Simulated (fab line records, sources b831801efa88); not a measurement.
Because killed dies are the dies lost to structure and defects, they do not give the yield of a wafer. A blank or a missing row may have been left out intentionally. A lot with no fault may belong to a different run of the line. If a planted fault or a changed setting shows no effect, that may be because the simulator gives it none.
A single fault, viewed from 2 desks + flow sky130 + what lay behind the numbers comes last; until then each desk has only its own

## AT THE TOOL OWNER'S DESK: implanter-04
SKY_VT_ADJUST_HVTP_IMPLANT_09, tool's own readings: per-lot mean of the sampled wafers with a number, covering each lot this tool ran. If a lot's mean is further than 4 standard deviations from the usual mean, the lot is out of limits and carries the mark OUT (the distance appears in the brackets).
Columns: A = beamEnergyKeV at SKY_VT_ADJUST_HVTP_IMPLANT_09, usual 150.00
| lot  | first seen here | A                        |
|------|-----------------|--------------------------|
| L169 | day 6 05:14     | 150.04                   |
| L175 | day 7 21:37     | 150.03                   |
| L178 | day 8 15:29     | 149.98                   |
| L179 | day 8 18:59     | 149.96                   |
| L180 | day 8 23:17     | 150.01                   |
| L191 | day 11 22:29    | 134.88 (-99 or more) OUT |
| L192 | day 12 05:01    | 134.97 (-99 or more) OUT |
This desk's verdict: out of limits on L191, L192, starting with L191 at day 11 22:29 (beamEnergyKeV at SKY_VT_ADJUST_HVTP_IMPLANT_09). In limits: L169, L175, L178, L179, L180.

## FROM THE METROLOGY DESK
What the gauges read, lot by lot, whatever tool the lot ran on: means of the sampled wafers that have a number. If a lot's mean is further than 4 standard deviations from the usual mean, the lot is out of limits and carries the mark OUT (the distance appears in the brackets).
Columns: A = FIELD_ISO_CVD_03_THK at SKY_FIELD_ISO_THK_MEAS_04, usual 164.4 nm; B = VT_ADJUST_HVTP_TW at SKY_VT_ADJUST_HVTP_TW_MEAS_11, usual 1360
| lot  | first seen here | A     | B               |
|------|-----------------|-------|-----------------|
| L169 | day 1 19:02     | 164.8 | 1373            |
| L170 | day 1 23:43     | 166.1 | 1357            |
| L171 | day 1 23:43     | 166.4 | 1364            |
| L175 | day 2 20:17     | 164.4 | 1357            |
| L176 | day 3 01:33     | 166.0 | 1359            |
| L178 | day 3 10:29     | 166.4 | 1363            |
| L179 | day 3 16:50     | 165.5 | 1357            |
| L180 | day 3 21:12     | 166.6 | 1364            |
| L183 | day 4 12:01     | 163.4 | 1360            |
| L184 | day 4 18:25     | 163.6 | 1362            |
| L191 | day 6 04:15     | 165.0 | 1311 (-6.4) OUT |
| L192 | day 6 09:35     | 164.3 | 1332            |
Finding of this desk: L191 out of limits, first seen on L191 at day 11 22:44 (VT_ADJUST_HVTP_TW at SKY_VT_ADJUST_HVTP_TW_MEAS_11). In limits: L169, L170, L171, L175, L176, L178, L179, L180, L183, L184, L192.

## TAKEN TOGETHER
On L191, L192, at day 11 22:29, an alarm was possible from the tool owner's desk.
At day 11 22:44 the metrology desk could have sounded an alarm, on L191.
The metrology desk holds a record of L192, inside its limits.
Every lot named ran SKY_VT_ADJUST_HVTP_IMPLANT_09 on implanter-04.

## WHAT THE SIMULATOR PUT IN
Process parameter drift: implanter-04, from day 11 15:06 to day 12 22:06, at SKY_VT_ADJUST_HVTP_IMPLANT_09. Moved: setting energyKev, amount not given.
Shown lots that were struck: L191, L192.
Time in hours from fault onset to the first out-of-limits reading at each desk: tool owner's desk 7, metrology desk 8.
